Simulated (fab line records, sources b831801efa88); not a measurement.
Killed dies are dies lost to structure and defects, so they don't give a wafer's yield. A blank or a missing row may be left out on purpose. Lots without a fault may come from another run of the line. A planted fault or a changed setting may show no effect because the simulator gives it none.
One fault seen from 2 desks | flow sky130 | each desk has only its own numbers; what lay behind them comes last

THE METROLOGY DESK
What the gauges read, lot by lot, whatever tool the lot ran on: means of the sampled wafers that have a number. A lot is out of limits, marked OUT, if its mean lies more than 4 standard deviations from the usual mean; the brackets give that distance.
Columns: A = VIA3_OVL at SKY_VIA3_OVL_MEAS_13, usual -4 nm; B = VIA3_W_THK at SKY_VIA3_THK_MEAS_23, usual 394 nm
lot  | first seen here | A   | B
L434 | day 39 14:23    | 1   | 391
L435 | day 39 18:34    | -1  | 398
L436 | day 39 20:37    | 5   | 398
L437 | day 40 06:58    | -10 | 400
L438 | day 40 15:17    | -10 | 396
L441 | day 41 19:56    | -5  | 392
L449 | day 44 11:41    | 1   | 393
L451 | day 44 17:40    | -5  | 393
L454 | day 45 02:40    | -3  | 393
L455 | day 45 03:38    | -3  | 394
L456 | day 45 18:28    | -1  | 397
L457 | day 46 01:17    | -8  | 388
This desk's finding: nothing out of limits on any of the 12 lots.

THE TOOL OWNER'S DESK: pvd_sputter-04
The tool's own readings at SKY_METAL4_SPUTTER_00 (material Ti, target thk 15 nm, time 10 s): means of the sampled wafers that have a number, for each lot that ran on this tool. A lot is out of limits, marked OUT, if its mean lies more than 4 standard deviations from the usual mean; the brackets give that distance.
Columns: A = cathode_dc_power_W at SKY_METAL4_SPUTTER_00, usual 3000.0 W; B = chamber_pressure_pa at SKY_METAL4_SPUTTER_00, usual 0.4000 Pa; C = throttle_valve_pct at SKY_METAL4_SPUTTER_00, usual 30.0 %
lot  | first seen here | A      | B                | C
L437 | day 40 08:21    | 2999.7 | 0.4002           | 30.3
L438 | day 40 17:17    | 3000.0 | 0.4005           | 29.7
L441 | day 41 21:19    | 3000.1 | 0.3789 (-26) OUT | 30.6
This desk's finding: out of limits on L441; first on L441, day 41 21:19 (chamber_pressure_pa at SKY_METAL4_SPUTTER_00). In limits: L437, L438.

PUT TOGETHER
The tool owner's desk could have raised an alarm at day 41 21:19, on L441.
The metrology desk saw nothing out of limits.
The metrology desk has L441 on record, within its limits.
Of the lots named, all ran SKY_METAL4_SPUTTER_00 on pvd_sputter-04.

WHAT THE SIMULATOR HAD PUT IN
Process parameter drift: pvd_sputter-04, from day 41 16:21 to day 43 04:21, at SKY_METAL4_SPUTTER_00. Setting chamber_pressure_pa, moved by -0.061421, from 0.4. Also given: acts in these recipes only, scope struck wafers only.
Lots struck among those shown: L441.
Hours from the fault's start to each desk's first reading out of limits: the tool owner's desk, 5.
